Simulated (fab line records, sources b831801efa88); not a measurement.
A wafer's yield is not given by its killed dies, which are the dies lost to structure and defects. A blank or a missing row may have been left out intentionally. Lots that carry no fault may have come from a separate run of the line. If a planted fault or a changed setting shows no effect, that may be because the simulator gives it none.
fab line records	flow sky130
record: lots: 14	wafers: 42	lastDay: 50
route steps=708 shown VT_ADJUST_NCORE@130 VT_ADJUST_HVTR@139 SONOS_ONO@178 GATE_OXIDE@189 PAD_OPEN@708
lots that met no fault: from a run of the same line without faults
startH: start of the lot's first displayed wafer, in hours after the record's first day	waitH: hours elapsed since this lot's preceding step	" same as the row above	L1.1+2: a single row standing in for several wafers	- no value, or no start was given	* or withheld: withheld	< > ~ a bound
route shown NAME@n: names a module that has steps shown in the file, with the first one's number in the route	usual: mean and standard deviation over wafers with no fault	same: alike in all rows	chamber/n: place in a boat	sites: each site's reading	_std_site: their standard deviation	_edge_site: inner sites' mean taken away from outer sites' mean	radiusMm: for every site, how far away it sits from the centre of the wafer	mask NAME#n: copy n	behind: the most recent tool/chamber to have shaped the wafer	hold: reason for holding the lot/hours on hold/outcome of the hold	device: names the non-switching transistor (n, p or np)	end of line: tests of these same wafers at the route's end	a step given without rows: its recipe and nothing more	killed: dies that structure and defects cost at the first sort, which is not the same as the wafer's yield	map: dies across one wafer; x = killed, . = not, _ = none there
set.NAME: the setting that was run; set.NAME@STEP: the one run at that earlier step	model.NAME: the simulator's own value behind a step, which no gauge read
a sample of lots followed through the steps of the route, with each step as a table and each wafer as a row
services: from which hour (startH, from the record's first day; less than 0 if before it) a tool's chamber was out of use, for how many hours, and why
== steps ==
step: SKY_VT_ADJUST_NCORE_TW_MEAS_11
usual: VT_ADJUST_NCORE_TW: 217.1/1.7
lot.wafer	tool	chamber	startH	waitH	VT_ADJUST_NCORE_TW
L359.1	filmMetro-03	-	179.44	0.1	216.4
L359.5	"	-	"	"	217.6
L359.6	"	-	"	"	217.4
L361.1	filmMetro-04	-	199.27	0.1	214.9
L361.4	"	-	"	"	216.0
L361.5	"	-	"	"	215.9
L362.1	filmMetro-01	-	200.94	0.1	217.7
L362.2	"	-	"	"	219.0
L362.3	"	-	"	"	217.7
L363.1	filmMetro-01	-	207.25	0.1	217.0
L363.3	"	-	"	"	217.2
L363.4	"	-	"	"	218.3
L364.2	filmMetro-04	-	217.41	0.1	215.9
L364.3	"	-	"	"	216.9
L364.4	"	-	"	"	216.8
L369.1	filmMetro-03	-	250.43	0.1	218.7
L369.3	"	-	"	"	218.5
L369.4	"	-	"	"	218.7
L370.3	filmMetro-04	-	255.40	0.1	215.9
L370.4	"	-	"	"	216.0
L370.5	"	-	"	"	215.7
L371.1	filmMetro-04	-	260.34	0.1	216.4
L371.4	"	-	"	"	214.8
L371.6	"	-	"	"	216.1
L376.3	filmMetro-03	-	307.75	0.1	218.9
L376.5	"	-	"	"	220.1
L376.6	"	-	"	"	218.8
L378.3	filmMetro-04	-	326.30	0.1	214.9
L378.5	"	-	"	"	214.4
L378.6	"	-	"	"	216.0
L379.1	filmMetro-04	-	330.90	0.1	214.1
L379.5	"	-	"	"	214.6
L379.6	"	-	"	"	213.2
L380.1	filmMetro-01	-	332.00	0.1	218.7
L380.2	"	-	"	"	216.1
L380.3	"	-	"	"	217.5
L381.2	filmMetro-04	-	337.66	0.1	214.5
L381.3	"	-	"	"	214.0
L381.6	"	-	"	"	216.3
L382.2	filmMetro-03	-	350.05	0.1	217.0
L382.4	"	-	"	"	216.6
L382.6	"	-	"	"	217.6
step: SKY_VT_ADJUST_HVTR_OVL_MEAS_08
usual: VT_ADJUST_HVTR_OVL: 0.2/1.2
lot.wafer	tool	chamber	startH	waitH	VT_ADJUST_HVTR_OVL[nm]
L359.1	overlay-02	-	200.08	0.1	0.3
L359.5	"	-	"	"	0.6
L359.6	"	-	"	"	-0.3
L361.1	overlay-01	-	221.05	0.1	-2.2
L361.4	"	-	"	"	-0.3
L361.5	"	-	"	"	-1.6
L362.1	overlay-01	-	222.90	0.1	-0.1
L362.2	"	-	"	"	0.8
L362.3	"	-	"	"	-0.4
L363.1	overlay-01	-	229.50	0.1	0.5
L363.3	"	-	"	"	-0.5
L363.4	"	-	"	"	-1.0
L364.2	overlay-02	-	240.21	0.1	0.4
L364.3	"	-	"	"	0.1
L364.4	"	-	"	"	-0.1
L369.1	overlay-01	-	274.13	0.1	-0.5
L369.3	"	-	"	"	-1.4
L369.4	"	-	"	"	-2.2
L370.3	overlay-01	-	279.60	0.1	0.4
L370.4	"	-	"	"	2.5
L370.5	"	-	"	"	2.9
L371.1	overlay-01	-	284.60	0.1	1.5
L371.4	"	-	"	"	0.7
L371.6	"	-	"	"	-0.2
L376.3	overlay-02	-	333.96	0.1	-0.1
L376.5	"	-	"	"	-1.5
L376.6	"	-	"	"	-0.6
L378.3	overlay-01	-	353.26	0.1	-0.2
L378.5	"	-	"	"	-0.2
L378.6	"	-	"	"	0.8
L379.1	overlay-02	-	358.30	0.1	1.1
L379.5	"	-	"	"	-0.3
L379.6	"	-	"	"	0.4
L380.1	overlay-01	-	359.83	0.1	-0.8
L380.2	"	-	"	"	2.0
L380.3	"	-	"	"	2.4
L381.2	overlay-02	-	364.89	0.1	3.3
L381.3	"	-	"	"	1.1
L381.6	"	-	"	"	1.5
L382.2	overlay-01	-	377.71	0.1	0.2
L382.4	"	-	"	"	1.2
L382.6	"	-	"	"	2.7
step: SKY_SONOS_ONO_EXPOSE_10
recipe: maskId: ONOM	targetCdNm: 410	na: 0.6	sourceShape: conventional	sigmaOuter: 0.6	doseMj: 150
same: sigmaOuter: 0.6
lot.wafer	tool	chamber	startH	waitH	mask
L359.1+5+6	ilineStepper-01	0	264.05	-	ONOM#0
L361.1+4+5	ilineStepper-02	0	286.15	-	ONOM#0
L362.1+2+3	ilineStepper-01	0	289.72	-	ONOM#0
L363.1+3+4	ilineStepper-01	0	296.03	-	ONOM#0
L364.2+3+4	ilineStepper-02	0	305.27	-	ONOM#0
L369.1+3+4	ilineStepper-02	0	343.80	-	ONOM#0
L370.3+4+5	ilineStepper-02	0	350.57	-	ONOM#0
L371.1+4+6	ilineStepper-01	0	357.92	-	ONOM#0
L376.3+5+6	ilineStepper-01	0	412.57	-	ONOM#0
L378.3+5+6	ilineStepper-02	0	431.64	-	ONOM#0
L379.1+5+6	ilineStepper-02	0	432.73	-	ONOM#0
L380.1+2+3	ilineStepper-01	0	436.40	-	ONOM#0
L381.2+3+6	ilineStepper-01	0	444.52	-	ONOM#0
L382.2+4+6	ilineStepper-02	0	457.12	-	ONOM#0
step: SKY_SONOS_ONO_CD_MEAS_13
recipe: targetCdNm: 410
usual: cdNm: 410.7/2.3
lot.wafer	tool	chamber	startH	waitH	cdNm
L359.1	cdSem-02	-	276.48	0.1	411.2
L359.5	"	-	"	"	412.2
L359.6	"	-	"	"	411.1
L361.1	cdSem-02	-	299.38	0.1	408.3
L361.4	"	-	"	"	409.2
L361.5	"	-	"	"	410.8
L362.1	cdSem-01	-	302.60	0.1	413.1
L362.2	"	-	"	"	415.5
L362.3	"	-	"	"	413.3
L363.1	cdSem-01	-	308.28	0.1	409.1
L363.3	"	-	"	"	410.8
L363.4	"	-	"	"	411.1
L364.2	cdSem-01	-	317.55	0.1	414.4
L364.3	"	-	"	"	414.6
L364.4	"	-	"	"	414.6
L369.1	cdSem-02	-	357.78	0.1	411.3
L369.3	"	-	"	"	409.6
L369.4	"	-	"	"	408.1
L370.3	cdSem-01	-	364.42	0.1	408.8
L370.4	"	-	"	"	406.9
L370.5	"	-	"	"	407.3
L371.1	cdSem-01	-	371.20	0.1	409.3
L371.4	"	-	"	"	409.2
L371.6	"	-	"	"	412.0
L376.3	cdSem-02	-	427.52	0.1	414.6
L376.5	"	-	"	"	413.3
L376.6	"	-	"	"	413.2
L378.3	cdSem-02	-	447.34	0.1	409.7
L378.5	"	-	"	"	408.9
L378.6	"	-	"	"	407.6
L379.1	cdSem-01	-	448.53	0.1	409.8
L379.5	"	-	"	"	409.0
L379.6	"	-	"	"	409.1
L380.1	cdSem-01	-	452.70	0.1	397.5
L380.2	"	-	"	"	372.1
L380.3	"	-	"	"	384.6
L381.2	cdSem-02	-	459.55	0.1	384.5
L381.3	"	-	"	"	366.5
L381.6	"	-	"	"	362.3
L382.2	cdSem-01	-	472.14	0.2	412.2
L382.4	"	-	"	"	413.8
L382.6	"	-	"	"	413.1
step: SKY_GATE_OXIDE_THK_MEAS_02
recipe: reads: SiO2_of_GATE_OXIDE_OXIDATION_01
usual: GATE_OXIDE_OXIDATION_00_THK: 10.32/0.19
lot.wafer	tool	chamber	startH	waitH	GATE_OXIDE_OXIDATION_00_THK[nm]
L359.1	filmMetro-01	-	280.06	0.0	10.01
L359.5	"	-	"	"	9.96
L359.6	"	-	"	"	9.96
L361.1	filmMetro-01	-	301.66	0.0	10.46
L361.4	"	-	"	"	10.32
L361.5	"	-	"	"	10.28
L362.1	filmMetro-02	-	306.04	0.0	10.34
L362.2	"	-	"	"	10.14
L362.3	"	-	"	"	10.03
L363.1	filmMetro-04	-	311.62	0.0	10.23
L363.3	"	-	"	"	10.35
L363.4	"	-	"	"	10.09
L364.2	filmMetro-01	-	321.99	0.0	10.53
L364.3	"	-	"	"	10.42
L364.4	"	-	"	"	10.45
L369.1	filmMetro-04	-	360.52	0.0	10.68
L369.3	"	-	"	"	10.64
L369.4	"	-	"	"	10.58
L370.3	filmMetro-02	-	367.25	0.0	10.54
L370.4	"	-	"	"	10.49
L370.5	"	-	"	"	10.49
L371.1	filmMetro-04	-	375.97	0.0	10.50
L371.4	"	-	"	"	10.49
L371.6	"	-	"	"	10.41
L376.3	filmMetro-01	-	429.38	0.0	10.15
L376.5	"	-	"	"	10.21
L376.6	"	-	"	"	10.53
L378.3	filmMetro-01	-	449.92	0.0	10.44
L378.5	"	-	"	"	10.42
L378.6	"	-	"	"	10.54
L379.1	filmMetro-01	-	450.61	0.0	10.24
L379.5	"	-	"	"	10.20
L379.6	"	-	"	"	10.15
L380.1	filmMetro-04	-	454.58	0.0	10.48
L380.2	"	-	"	"	10.33
L380.3	"	-	"	"	10.42
L381.2	filmMetro-04	-	461.42	0.0	10.37
L381.3	"	-	"	"	10.31
L381.6	"	-	"	"	10.45
L382.2	filmMetro-04	-	474.02	0.0	10.57
L382.4	"	-	"	"	10.32
L382.6	"	-	"	"	10.25
step: SKY_PAD_OPEN_PROBE_99
usual: killed_at_M0_to_M3: 45/6.6	killed_at_M4_up: 3.1/1.6	killedAtContacts: 24/5	killedAtFrontEnd: 14/4.4	killedAtOther: 0.3/0.58	killedDies: 87/9.2	killedOpen: 47/6.7	killedShort: 40/6.4
same: grossDies: 492	killedAtBackSide: 0
lot.wafer	tool	chamber	startH	waitH	killed_at_M0_to_M3	killed_at_M4_up	killedAtContacts	killedAtFrontEnd	killedAtOther	killedDies	killedOpen	killedShort
L361.1	prober-01	-	1088.12	0.1	45	0	24	18	1	88	41	47
L361.4	prober-01	-	1088.27	0.2	44	1	26	16	0	87	46	41
L361.5	prober-01	-	1088.32	0.2	38	3	33	16	0	90	44	46
L362.1	prober-02	-	1095.91	0.1	53	2	18	14	0	87	39	48
L362.2	prober-02	-	1095.96	0.1	50	6	28	13	0	97	45	52
L362.3	prober-02	-	1096.01	0.2	35	1	30	11	1	78	46	32
L364.2	prober-02	-	1110.27	0.1	42	1	24	16	0	83	49	34
L364.3	prober-02	-	1110.32	0.2	50	4	23	19	0	96	48	48
L364.4	prober-02	-	1110.37	0.2	37	2	32	13	0	84	51	33
L376.3	prober-01	-	1183.91	0.2	35	4	29	10	3	81	52	29
L376.6	prober-01	-	1184.06	0.2	39	2	28	9	0	78	44	34
L379.1	prober-02	-	1184.90	0.1	40	3	22	13	0	78	35	43
L379.5	prober-02	-	1185.10	0.2	41	6	21	10	0	78	39	39
L379.6	prober-02	-	1185.15	0.2	50	3	24	8	0	85	43	42
L378.5	prober-01	-	1187.84	0.2	56	3	31	16	1	107	55	52
L380.1	prober-02	-	1190.41	0.1	41	1	15	15	0	72	34	38
L380.2	prober-02	-	1190.46	0.1	43	3	26	14	0	86	46	36
L380.3	prober-02	-	1190.51	0.2	41	1	22	13	0	77	41	36
L381.2	prober-01	-	1193.65	0.1	58	1	28	18	0	105	60	45
L381.3	prober-01	-	1193.70	0.2	45	3	25	22	0	95	46	39
L381.6	prober-01	-	1193.85	0.2	47	4	22	24	0	97	48	36
L382.2	prober-02	-	1200.75	0.1	48	3	25	14	0	90	49	41
L382.4	prober-02	-	1200.85	0.2	44	3	26	10	1	84	47	37
L382.6	prober-02	-	1200.95	0.2	50	2	25	5	0	82	35	47
killed by level:class
L361.1 METAL1:geometricParticle:short=9 CONTACT:geometricParticle:open=7 VIA1:geometricParticle:open=7 METAL2:geometricParticle:short=7 POLY_GATE:geometricParticle:short=5 LOCAL_INTERCONNECT:geometricParticle:short=5 CONTACT:geometricParticle:short=5 FIELD_ISO:geometricParticle:open=4
L361.4 CONTACT:geometricParticle:open=8 VIA1:geometricParticle:open=7 CONTACT:geometricParticle:short=7 VIA2:geometricParticle:open=7 VIA3:geometricParticle:open=6 METAL1:geometricParticle:short=6 LI_CONTACT:geometricParticle:open=5 FIELD_ISO:geometricParticle:short=4
L361.5 CONTACT:geometricParticle:open=9 LOCAL_INTERCONNECT:geometricParticle:short=8 CONTACT:geometricParticle:short=8 VIA3:geometricParticle:open=7 LI_CONTACT:geometricParticle:open=7 FIELD_ISO:geometricParticle:open=6 METAL2:geometricParticle:short=6 VIA2:geometricParticle:short=5
L362.1 VIA2:geometricParticle:open=9 METAL1:geometricParticle:short=7 METAL2:geometricParticle:short=7 VIA3:geometricParticle:open=7 CONTACT:geometricParticle:open=6 VIA1:geometricParticle:open=6 POLY_GATE:geometricParticle:short=5 LOCAL_INTERCONNECT:geometricParticle:short=5
L362.2 METAL2:geometricParticle:short=14 VIA1:geometricParticle:open=10 CONTACT:geometricParticle:open=9 VIA2:geometricParticle:open=8 LI_CONTACT:geometricParticle:open=8 FIELD_ISO:geometricParticle:short=5 METAL4:geometricParticle:short=5 LOCAL_INTERCONNECT:geometricParticle:short=4
L362.3 CONTACT:geometricParticle:open=8 VIA1:geometricParticle:open=7 LI_CONTACT:geometricParticle:open=7 CONTACT:geometricParticle:short=7 VIA3:geometricParticle:open=7 VIA2:geometricParticle:open=6 POLY_GATE:geometricParticle:open=4 POLY_GATE:geometricParticle:short=4
L364.2 VIA1:geometricParticle:open=12 CONTACT:geometricParticle:open=8 LOCAL_INTERCONNECT:geometricParticle:short=6 METAL1:geometricParticle:short=6 VIA2:geometricParticle:open=6 LI_CONTACT:geometricParticle:open=5 METAL2:geometricParticle:short=5 VIA3:geometricParticle:open=5
L364.3 LI_CONTACT:geometricParticle:open=11 METAL1:geometricParticle:short=11 CONTACT:geometricParticle:open=9 VIA1:geometricParticle:short=9 FIELD_ISO:geometricParticle:short=7 VIA2:geometricParticle:open=6 VIA1:geometricParticle:open=6 POLY_GATE:geometricParticle:short=4
L364.4 CONTACT:geometricParticle:open=14 VIA3:geometricParticle:open=8 LI_CONTACT:geometricParticle:open=7 VIA1:geometricParticle:open=7 CONTACT:geometricParticle:short=6 FIELD_ISO:geometricParticle:open=5 METAL1:geometricParticle:short=5 FIELD_ISO:geometricParticle:short=4
L376.3 VIA1:geometricParticle:open=11 LI_CONTACT:geometricParticle:open=11 CONTACT:geometricParticle:open=10 VIA3:geometricParticle:open=6 POLY_GATE:geometricParticle:short=5 VIA2:geometricParticle:open=5 VIA1:geometricParticle:short=4 CONTACT:geometricParticle:short=4
L376.6 CONTACT:geometricParticle:open=12 VIA1:geometricParticle:open=9 VIA3:geometricParticle:open=7 CONTACT:geometricParticle:short=5 LOCAL_INTERCONNECT:geometricParticle:short=5 VIA1:geometricParticle:short=5 VIA2:geometricParticle:open=4 POLY_GATE:geometricParticle:short=3
L379.1 VIA1:geometricParticle:open=10 METAL2:geometricParticle:short=7 LI_CONTACT:geometricParticle:open=6 VIA3:geometricParticle:short=6 CONTACT:geometricParticle:open=5 LI_CONTACT:geometricParticle:short=4 FIELD_ISO:geometricParticle:short=4 LOCAL_INTERCONNECT:geometricParticle:short=4
L379.5 VIA3:geometricParticle:open=8 CONTACT:geometricParticle:open=7 CONTACT:geometricParticle:short=6 POLY_GATE:geometricParticle:short=5 VIA1:geometricParticle:short=5 METAL3:geometricParticle:short=5 VIA1:geometricParticle:open=5 VIA2:geometricParticle:open=5
L379.6 LI_CONTACT:geometricParticle:open=8 CONTACT:geometricParticle:open=8 METAL2:geometricParticle:short=8 VIA3:geometricParticle:open=7 VIA2:geometricParticle:short=6 METAL1:geometricParticle:short=6 VIA1:geometricParticle:open=6 VIA2:geometricParticle:open=5
L378.5 CONTACT:geometricParticle:open=14 VIA1:geometricParticle:open=13 VIA1:geometricParticle:short=8 LI_CONTACT:geometricParticle:open=8 VIA2:geometricParticle:open=8 LOCAL_INTERCONNECT:geometricParticle:short=5 METAL1:geometricParticle:short=5 METAL2:geometricParticle:short=5
L380.1 CONTACT:geometricParticle:open=7 VIA1:geometricParticle:short=7 VIA1:geometricParticle:open=7 VIA3:geometricParticle:open=6 VIA2:geometricParticle:open=6 METAL1:geometricParticle:short=4 CONTACT:geometricParticle:short=4 VIA2:geometricParticle:short=4
L380.2 CONTACT:geometricParticle:open=10 LI_CONTACT:geometricParticle:open=7 METAL2:geometricParticle:short=7 VIA2:geometricParticle:open=7 VIA3:geometricParticle:open=6 LOCAL_INTERCONNECT:geometricParticle:short=5 VIA1:geometricParticle:open=5 VIA2:geometricParticle:short=5
L380.3 CONTACT:geometricParticle:open=11 METAL1:geometricParticle:short=8 VIA3:geometricParticle:open=8 VIA1:geometricParticle:open=6 CONTACT:geometricParticle:short=5 METAL2:geometricParticle:short=5 FIELD_ISO:geometricParticle:open=4 SPACER:geometricParticle:short=4
L381.2 CONTACT:geometricParticle:open=13 VIA1:geometricParticle:open=12 METAL1:geometricParticle:short=8 METAL3:geometricParticle:short=6 FIELD_ISO:geometricParticle:open=5 METAL1:geometricParticle:open=5 VIA3:geometricParticle:open=5 LI_CONTACT:geometricParticle:open=5
L381.3 CONTACT:geometricParticle:open=15 METAL1:geometricParticle:short=10 SONOS_ONO:areaExpose=10 VIA1:geometricParticle:open=8 VIA2:geometricParticle:open=7 VIA1:geometricParticle:short=6 VIA2:geometricParticle:short=5 FIELD_ISO:geometricParticle:short=4
L381.6 SONOS_ONO:areaExpose=13 VIA1:geometricParticle:open=9 CONTACT:geometricParticle:open=8 METAL2:geometricParticle:short=8 VIA3:geometricParticle:open=8 LI_CONTACT:geometricParticle:open=7 VIA1:geometricParticle:short=5 METAL1:geometricParticle:short=5
L382.2 LI_CONTACT:geometricParticle:open=9 CONTACT:geometricParticle:open=8 VIA1:geometricParticle:open=8 VIA1:geometricParticle:short=7 VIA3:geometricParticle:open=6 METAL1:geometricParticle:short=6 METAL2:geometricParticle:short=6 FIELD_ISO:geometricParticle:open=5
L382.4 CONTACT:geometricParticle:open=11 VIA1:geometricParticle:open=11 VIA1:geometricParticle:short=7 CONTACT:geometricParticle:short=6 VIA2:geometricParticle:open=6 LI_CONTACT:geometricParticle:open=5 METAL1:geometricParticle:short=5 POLY_GATE:geometricParticle:open=4
L382.6 CONTACT:geometricParticle:open=9 VIA1:geometricParticle:short=9 CONTACT:geometricParticle:short=8 METAL1:geometricParticle:short=8 VIA1:geometricParticle:open=8 VIA3:geometricParticle:open=7 METAL2:geometricParticle:short=7 VIA2:geometricParticle:open=4
== services ==
tool	chamber	startH	hours	kind
ilineStepper-02	-	259.44	12.3	repair
ilineStepper-01	-	273.09	1.7	pm
ilineStepper-02	-	357.44	1.7	pm
== key ==
firstSign: step: SKY_SONOS_ONO_CD_MEAS_13	reading: cdNm	direction: down	sigmas: 15	usual: 410.7	struck: 377.9
effect none on later readings
metAt SKY_SONOS_ONO_EXPOSE_10
struckLots L380,L381
testerLeftOut L380,L381
notActingAt SKY_VT_ADJUST_NCORE_TW_MEAS_11,SKY_VT_ADJUST_HVTR_OVL_MEAS_08,SKY_GATE_OXIDE_THK_MEAS_02
onsetBetween 412.57 436.40
fault: kind: processParameterDrift	tool: ilineStepper-01	chamber: -	onsetH: 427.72	steps: SKY_SONOS_ONO_EXPOSE_10	channel: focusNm	offset: 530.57	spreadByWafer: 0.3	shape: step	endH: 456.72
testerLeftOut: of these lots the tester's yield and bins aren't shown, on N5 and GAA mostly nor the transistor test; their killed dies are dies lost to structure and defects alone, not to doping, threshold or leakage, so they don't give the yield
